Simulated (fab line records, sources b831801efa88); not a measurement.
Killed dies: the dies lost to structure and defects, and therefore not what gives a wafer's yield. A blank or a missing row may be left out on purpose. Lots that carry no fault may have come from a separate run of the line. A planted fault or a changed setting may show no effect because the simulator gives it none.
What tool caused it? | flow sky130 | 42 wafers from 14 lots sampled at 5 of the route's 708 steps

== WHAT THE GAUGES SHOWED, per wafer ==
SKY_VT_ADJUST_LVTN_OVL_MEAS_18.
lot  | measured     | on         | VT_ADJUST_LVTN_01_OVL (nm)
L824 | day 7 18:43  | overlay-01 | 1.8 2.7 1.2
L825 | day 7 21:30  | overlay-02 | 0.7 -0.3 -0.7
L826 | day 8 05:20  | overlay-02 | 0.4 1.2 0.8
L827 | day 8 11:11  | overlay-02 | 0.2 1.3 0.6
L828 | day 8 17:06  | overlay-02 | 0.7 -1.5 -0.4
L829 | day 9 01:21  | overlay-01 | -2.0 -1.3 -1.7
L831 | day 9 17:43  | overlay-01 | 1.0 0.4 -0.2
L832 | day 9 23:27  | overlay-02 | 0.8 0.4 0.2
L841 | day 12 12:32 | overlay-02 | -0.5 -1.9 1.4
L842 | day 12 18:38 | overlay-01 | -0.7 -1.0 0.0
L844 | day 13 15:03 | overlay-01 | 0.5 1.9 2.1
L845 | day 13 22:38 | overlay-01 | 3.7 1.2 3.9
L846 | day 14 07:46 | overlay-01 | -1.7 -0.6 -0.6
L847 | day 14 09:56 | overlay-01 | 0.8 1.7 1.0

SKY_VT_ADJUST_NCORE_TW_MEAS_11.
lot  | measured     | on           | VT_ADJUST_NCORE_TW
L824 | day 8 14:45  | filmMetro-01 | 216.1 216.5 215.6
L825 | day 8 18:05  | filmMetro-03 | 217.8 216.4 217.0
L826 | day 9 02:55  | filmMetro-03 | 215.2 215.1 215.1
L827 | day 9 08:48  | filmMetro-03 | 215.0 215.2 216.4
L828 | day 9 15:04  | filmMetro-03 | 214.9 216.2 213.8
L829 | day 10 00:09 | filmMetro-01 | 216.9 217.1 218.1
L831 | day 10 17:35 | filmMetro-03 | 217.9 217.4 217.9
L832 | day 10 23:04 | filmMetro-01 | 216.8 217.7 218.4
L841 | day 13 14:16 | filmMetro-03 | 29.5 29.8 29.5
L842 | day 13 21:16 | filmMetro-03 | 29.5 29.6 29.5
L844 | day 14 18:08 | filmMetro-01 | 217.0 216.6 215.7
L845 | day 15 01:34 | filmMetro-03 | 216.9 216.1 216.5
L846 | day 15 10:37 | filmMetro-01 | 218.0 216.8 217.3
L847 | day 15 13:10 | filmMetro-01 | 217.7 217.3 218.0

SKY_SONOS_ONO_THK_MEAS_01.
lot  | measured     | on           | SONOS_ONO_OXIDATION_THK (nm)
L824 | day 11 12:05 | filmMetro-02 | 2.56 2.78 2.60
L825 | day 11 16:11 | filmMetro-03 | 2.73 2.62 2.66
L826 | day 12 02:23 | filmMetro-03 | 2.58 2.60 2.48
L827 | day 12 10:22 | filmMetro-01 | 2.60 2.65 2.61
L828 | day 12 14:46 | filmMetro-03 | 2.65 2.61 2.57
L829 | day 13 02:02 | filmMetro-03 | 2.65 2.64 2.60
L831 | day 13 21:56 | filmMetro-03 | 2.62 2.64 2.65
L832 | day 14 03:41 | filmMetro-02 | 2.70 2.70 2.80
L844 | day 18 11:25 | filmMetro-02 | 2.61 2.67 2.70
L845 | day 18 17:02 | filmMetro-01 | 2.64 2.68 2.65
L846 | day 19 04:17 | filmMetro-03 | 2.62 2.65 2.61
L847 | day 19 06:29 | filmMetro-03 | 2.57 2.60 2.55

SKY_SONOS_ONO_THK_MEAS_03.
lot  | measured     | on           | SONOS_ONO_CVD_02_THK (nm)
L824 | day 11 13:12 | filmMetro-03 | 10.65 10.46 10.56
L825 | day 11 17:17 | filmMetro-01 | 10.56 10.62 10.59
L826 | day 12 04:09 | filmMetro-03 | 10.66 10.71 10.76
L827 | day 12 11:45 | filmMetro-01 | 10.61 10.55 10.63
L828 | day 12 17:37 | filmMetro-01 | 10.63 10.62 10.60
L829 | day 13 03:08 | filmMetro-02 | 11.06 10.80 10.76
L831 | day 14 00:51 | filmMetro-03 | 10.84 10.76 10.77
L832 | day 14 05:20 | filmMetro-01 | 10.69 10.58 10.68
L844 | day 18 13:48 | filmMetro-01 | 10.61 10.64 10.57
L845 | day 18 19:57 | filmMetro-01 | 11.01 10.98 11.06
L846 | day 19 07:03 | filmMetro-01 | 10.87 10.83 10.89
L847 | day 19 08:05 | filmMetro-03 | 10.84 10.86 10.69

== TOOL THAT RAN EACH LOT (tool first, then ch and the chambers of the sampled wafers, then the start) ==
lot  | SKY_VT_ADJUST_NCORE_IMPLANT_09
L824 | implanter-01 ch 0, day 8 14:32
L825 | implanter-01 ch 0, day 8 17:51
L826 | implanter-03 ch 0, day 9 02:40
L827 | implanter-03 ch 0, day 9 08:33
L828 | implanter-03 ch 0, day 9 14:50
L829 | implanter-02 ch 0, day 9 23:54
L831 | implanter-01 ch 0, day 10 17:20
L832 | implanter-02 ch 0, day 10 22:49
L841 | implanter-03, day 13 14:02
L842 | implanter-03, day 13 21:03
L844 | implanter-01 ch 0, day 14 17:55
L845 | implanter-03 ch 0, day 15 01:20
L846 | implanter-01 ch 0, day 15 10:24
L847 | implanter-02 ch 0, day 15 12:56
- SKY_VT_ADJUST_NCORE_IMPLANT_09

== WHAT THE TOOLS THEMSELVES READ (means of the sampled wafers that have a number; where no wafer has one, the mark that the record gives instead) ==
SKY_VT_ADJUST_NCORE_IMPLANT_09.
lot  | tool         | beamEnergyKeV | beamOnS (s) | faradayCurrentUA
L824 | implanter-01 | 9.997         | 10.25       | 13.21
L825 | implanter-01 | 10.003        | 9.91        | 13.63
L826 | implanter-03 | 9.999         | 10.16       | 13.33
L827 | implanter-03 | 9.999         | 9.78        | 13.85
L828 | implanter-03 | 9.999         | 10.07       | 13.47
L829 | implanter-02 | 10.003        | 9.92        | 13.65
L831 | implanter-01 | 10.004        | 10.12       | 13.40
L832 | implanter-02 | 10.001        | 9.92        | 13.64
L841 | implanter-03 | -             | -           | -
L842 | implanter-03 | -             | -           | -
L844 | implanter-01 | 10.002        | 10.26       | 13.18
L845 | implanter-03 | 10.004        | 10.03       | 13.50
L846 | implanter-01 | 10.001        | 9.88        | 13.69
L847 | implanter-02 | 9.997         | 10.02       | 13.49

== THE ANSWER, worked out from the rows above alone ==
Rule: usual is defined by the lots themselves. The widest of any qualifying gaps counts: lots, ordered by their means at a reading, are off when they make up no more than a third of the lots, leave a main group of 4 or more, and stand apart from it by 3 or more times the standard deviation of that group's means. A main group whose means are all the same, to the digits that the tables above print for the reading, isn't used. A lot without any number at a reading at which 4 lots or more have one is off too. Any other lot the step has rows for is counted as sound. First the gauges in route order, then the tools' own readings, where a lot's mean is used as printed above. At the first step where some lot is off, the reading lying furthest off is the one used; lots without a number count as furthest.
Off: L841, L842, at SKY_VT_ADJUST_NCORE_TW_MEAS_11 (VT_ADJUST_NCORE_TW). The main group: mean 216.6, standard deviation 0.96.
A tool fits if, at a process step before that reading, it ran every lot that is off, and no sound lot after the first of them. Not tried: the gauges at SKY_VT_ADJUST_NCORE_TW_MEAS_11; whatever is off there is also off at SKY_VT_ADJUST_NCORE_IMPLANT_09, on other tools, and gauge error can't account for it. Not one of the candidates tried fits.

== WHAT THE SIMULATOR HAD INSERTED ==
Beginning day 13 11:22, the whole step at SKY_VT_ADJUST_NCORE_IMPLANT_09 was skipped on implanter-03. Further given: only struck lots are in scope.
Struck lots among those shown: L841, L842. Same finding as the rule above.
